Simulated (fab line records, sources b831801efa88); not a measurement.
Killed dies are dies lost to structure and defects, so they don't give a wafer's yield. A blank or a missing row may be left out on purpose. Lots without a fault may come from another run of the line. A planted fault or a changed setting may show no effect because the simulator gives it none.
Which tool did it? | flow gf180mcu | 14 lots, 42 wafers sampled, at 4 steps of a route of 602

WHAT THE GAUGES READ, wafer by wafer
GF_V2_BOW_MEAS_05. Usual: V2_BOW 99 um, standard deviation 7.4.
lot  | measured     | on            | V2_BOW (um) | flag
L646 | day 19 11:36 | film_metro-03 | 96 105 96   |
L647 | day 19 22:32 | film_metro-01 | 97 95 96    |
L648 | day 20 11:55 | film_metro-03 | 107 104 103 |
L650 | day 21 00:34 | film_metro-01 | 101 103 125 |
L651 | day 21 02:04 | film_metro-04 | 100 96 103  |
L652 | day 21 16:56 | film_metro-01 | 102 102 96  |
L655 | day 22 13:17 | film_metro-03 | 89 94 100   |
L656 | day 23 00:08 | film_metro-03 | 112 104 108 |
L662 | day 24 20:04 | film_metro-03 | 102 100 93  |
L663 | day 25 07:35 | film_metro-04 | 100 117 105 |
L664 | day 25 20:40 | film_metro-01 | 107 112 105 |
L666 | day 26 03:41 | film_metro-03 | 90 80 86    |
L667 | day 26 13:29 | film_metro-01 | 97 80 107   |
L668 | day 26 23:01 | film_metro-03 | 93 102 96   |

GF_M4_OVL_MEAS_15. Usual: M4_OVL 0 nm, standard deviation 5.1.
lot  | measured     | on         | M4_OVL (nm) | flag
L646 | day 23 15:46 | overlay-02 | 8 1 2       |
L647 | day 24 00:22 | overlay-02 | -10 6 6     |
L648 | day 24 13:49 | overlay-01 | 3 -2 -1     |
L650 | day 25 00:19 | overlay-01 | 5 7 -7      |
L651 | day 25 01:37 | overlay-02 | 2 8 4       |
L652 | day 25 16:08 | overlay-02 | -1 -4 -1    |
L655 | day 26 09:01 | overlay-02 | 6 -6 -2     |
L656 | day 26 20:01 | overlay-02 | 1 2 4       |
L662 | day 28 11:50 | overlay-02 | -3 4 -2     |
L663 | day 28 22:19 | overlay-01 | -3 -3 -3    |
L664 | day 29 10:23 | overlay-01 | -12 -7 -6   |
L666 | day 29 15:55 | overlay-01 | 1 -4 -14    |
L667 | day 30 01:51 | overlay-02 | -9 -2 5     |
L668 | day 30 10:49 | overlay-01 | 3 3 1       |

WHICH TOOL RAN EACH LOT (tool, then ch and the chambers of the sampled wafers, then the start)
lot  | GF_V2_SPUTTER_22             | GF_V3_SPUTTER_22
L646 | pvd_sputter-03, day 20 13:20 | pvd_sputter-04, day 22 16:16
L647 | pvd_sputter-02, day 20 23:31 | pvd_sputter-02, day 23 01:29
L648 | pvd_sputter-02, day 21 12:35 | pvd_sputter-02, day 23 14:34
L650 | pvd_sputter-03, day 22 00:53 | pvd_sputter-04, day 24 01:22
L651 | pvd_sputter-02, day 22 02:53 | pvd_sputter-04, day 24 03:23
L652 | pvd_sputter-03, day 22 17:20 | pvd_sputter-02, day 24 17:42
L655 | pvd_sputter-04, day 23 12:35 | pvd_sputter-01, day 25 11:32
L656 | pvd_sputter-02, day 23 23:29 | pvd_sputter-01, day 25 22:19
L662 | pvd_sputter-02, day 25 18:41 | pvd_sputter-04, day 27 15:29
L663 | pvd_sputter-04, day 26 05:29 | pvd_sputter-04, day 28 01:34
L664 | pvd_sputter-02, day 26 18:56 | pvd_sputter-02, day 28 14:02
L666 | pvd_sputter-04, day 27 01:08 | pvd_sputter-02, day 28 19:40
L667 | pvd_sputter-02, day 27 11:35 | pvd_sputter-02, day 29 06:10
L668 | pvd_sputter-04, day 27 20:50 | pvd_sputter-01, day 29 15:07
- GF_V2_SPUTTER_22: material TiN, target thk 10 nm, time 40 s.
- GF_V3_SPUTTER_22: material TiN, target thk 10 nm, time 40 s.

WHAT THE TOOLS THEMSELVES READ (means of the sampled wafers that have a number; where no wafer has one, the mark that the record gives instead)
GF_V2_SPUTTER_22. Usual: cathode_dc_power_W 4061.0 W, standard deviation 0.8; throttle_valve_pct 29.9 %, standard deviation 0.88.
lot  | tool           | cathode_dc_power_W (W) | throttle_valve_pct (%) | flag
L646 | pvd_sputter-03 | 4061.6                 | 30.4                   |
L647 | pvd_sputter-02 | 4060.8                 | 29.8                   |
L648 | pvd_sputter-02 | 4059.9                 | 29.9                   |
L650 | pvd_sputter-03 | 4060.8                 | 30.5                   |
L651 | pvd_sputter-02 | 4060.7                 | 29.9                   |
L652 | pvd_sputter-03 | 4060.8                 | 30.5                   |
L655 | pvd_sputter-04 | 4060.8                 | 30.4                   |
L656 | pvd_sputter-02 | 4061.2                 | 29.0                   |
L662 | pvd_sputter-02 | 4060.6                 | 29.3                   |
L663 | pvd_sputter-04 | 4060.7                 | 29.7                   |
L664 | pvd_sputter-02 | 4060.5                 | 29.8                   |
L666 | pvd_sputter-04 | 4062.0                 | 30.3                   |
L667 | pvd_sputter-02 | 4061.1                 | 29.2                   |
L668 | pvd_sputter-04 | 4061.0                 | 30.2                   |

GF_V3_SPUTTER_22. Usual: cathode_dc_power_W 4000.0 W, standard deviation 0.71; throttle_valve_pct 29.7 %, standard deviation 0.85.
lot  | tool           | cathode_dc_power_W (W) | throttle_valve_pct (%) | flag
L646 | pvd_sputter-04 | 4000.0                 | 29.7                   |
L647 | pvd_sputter-02 | 3999.8                 | 29.7                   |
L648 | pvd_sputter-02 | 3999.6                 | 28.5                   |
L650 | pvd_sputter-04 | 3999.9                 | 30.0                   |
L651 | pvd_sputter-04 | 3999.4                 | 30.6                   |
L652 | pvd_sputter-02 | 3999.4                 | 30.0                   |
L655 | pvd_sputter-01 | 4400.9                 | 29.9                   | OFF
L656 | pvd_sputter-01 | 4400.8                 | 29.9                   | OFF
L662 | pvd_sputter-04 | 3999.5                 | 29.7                   |
L663 | pvd_sputter-04 | 4000.7                 | 30.4                   |
L664 | pvd_sputter-02 | 4000.3                 | 28.5                   |
L666 | pvd_sputter-02 | 4000.2                 | 28.6                   |
L667 | pvd_sputter-02 | 3999.5                 | 29.8                   |
L668 | pvd_sputter-01 | 3999.6                 | 29.9                   |

THE ANSWER, worked out from the rows above alone
Rule: a lot is off if the mean of its wafers that have a number lies more than 3 standard deviations from the usual mean. A lot without any number at a reading at which 4 lots or more have one is off too. The other lots that the step has rows for count as sound. The gauges are gone through in route order, then the tools' own readings, and for those a lot's mean is taken as printed above. The first step at which some lot is off is used, and at that step the reading that is off furthest; a lot without a number counts as furthest.
Off: L655, L656, at GF_V3_SPUTTER_22 (cathode_dc_power_W).
A tool fits if, at that step or a process step before it, it ran every lot that is off, and no sound lot after the first of them. None of those tried fits.

WHAT THE SIMULATOR HAD PUT IN
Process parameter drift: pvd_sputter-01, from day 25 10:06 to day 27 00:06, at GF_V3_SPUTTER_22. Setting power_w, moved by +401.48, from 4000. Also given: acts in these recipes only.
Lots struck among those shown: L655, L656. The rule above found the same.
